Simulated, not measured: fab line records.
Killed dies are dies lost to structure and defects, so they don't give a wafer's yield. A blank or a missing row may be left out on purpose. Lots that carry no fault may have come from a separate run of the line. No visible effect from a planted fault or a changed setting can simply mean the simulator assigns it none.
What tool caused it? -- flow sky130 -- route of 708 steps, sampled at 1 step: 11 lots, 33 wafers

== WHAT EACH GAUGE READ, for each wafer ==
SKY_POLY_GATE_THK_MEAS_01.
lot,measured,on,POLY_GATE_CVD_00_THK (nm)
L518,day 13 22:34,film-metro-03,179.8 180.3 181.3
L519,day 14 09:29,film-metro-03,178.4 179.2 177.9
L521,day 14 19:28,film-metro-02,181.2 180.4 180.6
L522,day 15 09:01,film-metro-01,180.7 183.9 181.7
L523,day 16 03:48,film-metro-02,184.1 182.6 181.3
L525,day 16 20:32,film-metro-03,180.7 180.3 181.6
L524,day 16 22:04,film-metro-01,181.0 183.6 183.7
L534,day 20 03:01,film-metro-03,180.1 179.5 182.0
L536,day 20 09:02,film-metro-02,179.4 180.0 180.4
L537,day 20 16:24,film-metro-01,183.9 182.0 180.8
L538,day 21 03:55,film-metro-01,179.8 180.5 181.7

== EACH LOT AND THE TOOL THAT RAN IT (in order: tool; ch and the chambers of the sampled wafers; start) ==
There is no process step in the record ahead of these readings.

== THE ANSWER, worked out from the rows above alone ==
Rule: what is usual is taken from the lots themselves. Put in order of their means at a reading, lots are off if they are a third of the lots or fewer, leave a main group of 4 or more, and stand apart from it by a gap of 3 or more times the standard deviation of the main group's means; of several such gaps the widest counts. If all means in a main group match to the digits the tables above print for the reading, that group is not used. Also off: a lot with no number at a reading for which 4 or more lots have one. All remaining lots with rows at the step are treated as sound.
None of the lots is off at any reading shown; this tells nothing.

== WHAT THE SIMULATOR PUT IN ==
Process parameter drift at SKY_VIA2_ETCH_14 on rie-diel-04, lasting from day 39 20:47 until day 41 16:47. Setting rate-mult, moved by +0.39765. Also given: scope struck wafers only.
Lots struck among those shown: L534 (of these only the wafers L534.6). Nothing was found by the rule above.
